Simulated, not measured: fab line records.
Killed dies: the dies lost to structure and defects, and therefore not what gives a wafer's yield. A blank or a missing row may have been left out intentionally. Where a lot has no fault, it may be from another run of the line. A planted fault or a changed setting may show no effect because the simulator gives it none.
2 desks looking at one fault ; flow gf180mcu ; each desk has only its own numbers; what lay behind them comes last

## DESK OF THE TOOL OWNER: wetBench-01
The tool's own readings at GF_SAB_WET_ETCH_12 (etches SiO2 in dHF, target depth 22 nm, time 440 s): means of the sampled wafers that have a number, for each lot that ran on this tool. If a lot's mean is further than 4 standard deviations from the usual mean, the lot is out of limits and carries the mark OUT (the distance appears in the brackets).
Columns: A = runLengthS at GF_SAB_WET_ETCH_12, usual 469 s
lot;first seen here;A
L771;day 16 07:01;468
L786;day 21 14:32;71 (-99 or more) OUT
L788;day 22 09:11;71 (-99 or more) OUT
Finding of this desk: L786, L788 out of limits; the first was L786 at day 21 14:32, on runLengthS at GF_SAB_WET_ETCH_12. In limits: L771.

## THE METROLOGY DESK
What the gauges read for every lot (on any tool): the sampled wafers with a number, averaged. If a lot's mean is further than 4 standard deviations from the usual mean, the lot is out of limits and carries the mark OUT (the distance appears in the brackets).
Columns: A = SAB_CVD_00_THK at GF_SAB_THK_MEAS_01, usual 50.1 nm; B = cdNm at GF_SAB_CD_MEAS_09, usual 419.7 nm; C = SAB_OVL at GF_SAB_OVL_MEAS_10, usual -0.6 nm
lot;first seen here;A;B;C
L769;day 14 16:18;50.5;419.0;-0.7
L771;day 15 08:49;50.7;421.2;1.5
L786;day 20 14:17;51.2;415.7;-1.0
L788;day 21 09:36;50.3;417.0;-0.8
L790;day 21 20:44;49.2;424.2;-0.6
L791;day 22 12:36;51.5;420.7;-2.3
Finding of this desk: none of the 6 lots has anything out of limits.

## TAKEN TOGETHER
At day 21 14:32, on L786, L788, the tool owner's desk was in a position to raise an alarm.
From the metrology desk's view, nothing was out of limits.
The metrology desk holds a record of L786, L788, inside its limits.
Every lot named ran GF_SAB_WET_ETCH_12 on wetBench-01.

## WHAT WAS PUT IN BY THE SIMULATOR
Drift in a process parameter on wetBench-01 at GF_SAB_WET_ETCH_12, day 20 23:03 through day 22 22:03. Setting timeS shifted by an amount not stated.
Lots struck among those shown: L786, L788.
How many hours passed from the start of the fault until each desk's first out-of-limits reading: the tool owner's desk, 15.
